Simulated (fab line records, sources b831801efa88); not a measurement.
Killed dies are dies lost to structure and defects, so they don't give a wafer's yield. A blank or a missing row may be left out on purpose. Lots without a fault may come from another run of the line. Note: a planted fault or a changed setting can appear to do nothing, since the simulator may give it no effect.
Chamber matching | flow sky130 | SKY_VIA1_ETCH_14 on rie_diel-04: 4 sister chambers
The step etches BARC in N2/H2, stops on SiO2, time 45.9 s, target depth 60 nm. 4 wafers are shown with their chamber, then 7 later ones without.

## WAFERS, EACH WITH ITS CHAMBER
wafer  | chamber | oes_product_au (a.u.)
L585.1 | 3       | 0.854
L585.3 | 0       | 0.856
L586.1 | 2       | 0.853
L586.3 | 1       | 0.851

## WAFERS WITH NO CHAMBER GIVEN
wafer  | oes_product_au (a.u.)
L586.6 | 0.851
L587.2 | 0.857
L587.4 | 0.855
L587.6 | 0.854
L589.1 | 0.851
L589.5 | 0.857
L589.6 | 0.857

## WHICH CHAMBER EACH ONE RAN IN
wafer  | from the rows above          | in truth
L586.6 | 1                            | 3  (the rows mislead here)
L587.2 | 0                            | 0
L587.4 | can't be placed: 0 or 3 or 2 | 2
L587.6 | can't be placed: 3 or 2      | 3
L589.1 | 1                            | 1
L589.5 | 0                            | 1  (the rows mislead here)
L589.6 | 0                            | 0
3 of 7 placed correctly. Cannot be placed on the basis of these rows: 2; the candidates contain the true chamber in 2. Placed wrongly: 2.
How it was worked out, from the rows above alone: a wafer's distance from a chamber is the root of the sum, over the readings, of the square of ((its reading less the chamber's mean) divided by the reading's scatter). If the next closest chamber is less than 2 further off than the closest, the wafer can't be placed; otherwise it belongs to the closest. Each chamber's mean is taken over the wafers shown for it. The scatter (one wafer shown for each chamber): square how far every hidden wafer sits from the nearest shown wafer, average those squares and take the square root.
